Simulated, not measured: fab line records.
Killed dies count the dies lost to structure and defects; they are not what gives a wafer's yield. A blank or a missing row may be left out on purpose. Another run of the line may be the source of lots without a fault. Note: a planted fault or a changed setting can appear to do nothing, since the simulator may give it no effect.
Chamber matching -- flow gf180mcu -- GF_V1_CMP_26 on cmp-02: 3 sister chambers
The step polishes, stops on SiO2, t overpolish 15 s, target thk 0 nm. 14 wafers are shown with their chamber, then 5 later ones without.

WAFERS WITH THEIR CHAMBER
wafer,chamber,motor-current-A (A),time-to-endpoint-s (s),platen-rpm (rpm)
L609.3,3,11.6,88,59.98
L609.5,1,13.0,90,60.03
L609.6,0,9.6,91,60.08
L611.1,3,12.1,85,60.01
L611.2,0,10.3,85,60.04
L611.3,1,12.9,89,60.08
L610.4,3,11.1,82,59.96
L610.5,0,10.2,84,60.02
L610.6,1,13.3,89,59.97
L613.1,3,11.8,87,59.97
L613.3,1,13.7,91,60.05
L613.4,0,10.5,88,59.98
L614.1,3,11.4,84,59.94
L614.4,0,9.9,88,60.00

SIGNATURES, as means of the wafers listed above
reading,chamber 0,chamber 1,chamber 3,scatter within a chamber
motor-current-A,10.100,13.225,11.600,0.365
time-to-endpoint-s,87.20,89.75,85.20,2.26
platen-rpm,60.0240,60.0325,59.9720,0.037
Rule: distance of a wafer from a chamber = root of the sum over the readings of ((wafer's reading minus chamber's mean) / reading's scatter) squared. The wafer belongs to the nearest chamber; if the next one is less than 2 further off, it can't be placed. The scatter: the root of (the sum of the squares of (reading less its chamber's mean) over the shown wafers, divided by (wafers less chambers)).

WAFERS WITH NO CHAMBER GIVEN
wafer,motor-current-A (A),time-to-endpoint-s (s),platen-rpm (rpm)
L621.1,13.2,87,59.95
L621.2,10.3,88,59.97
L621.4,11.4,84,59.93
L626.6,13.5,92,60.05
L627.5,10.1,91,60.05

CHAMBER TAKEN BY EACH
wafer,from the rows above,in truth
L621.1,can't be placed: 1 or 3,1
L621.2,0,0
L621.4,3,3
L626.6,1,1
L627.5,0,0
4 of 5 placed correctly. Unplaceable from these rows: 1, with the true chamber sitting among the candidates in 1. Placed wrongly: 0.
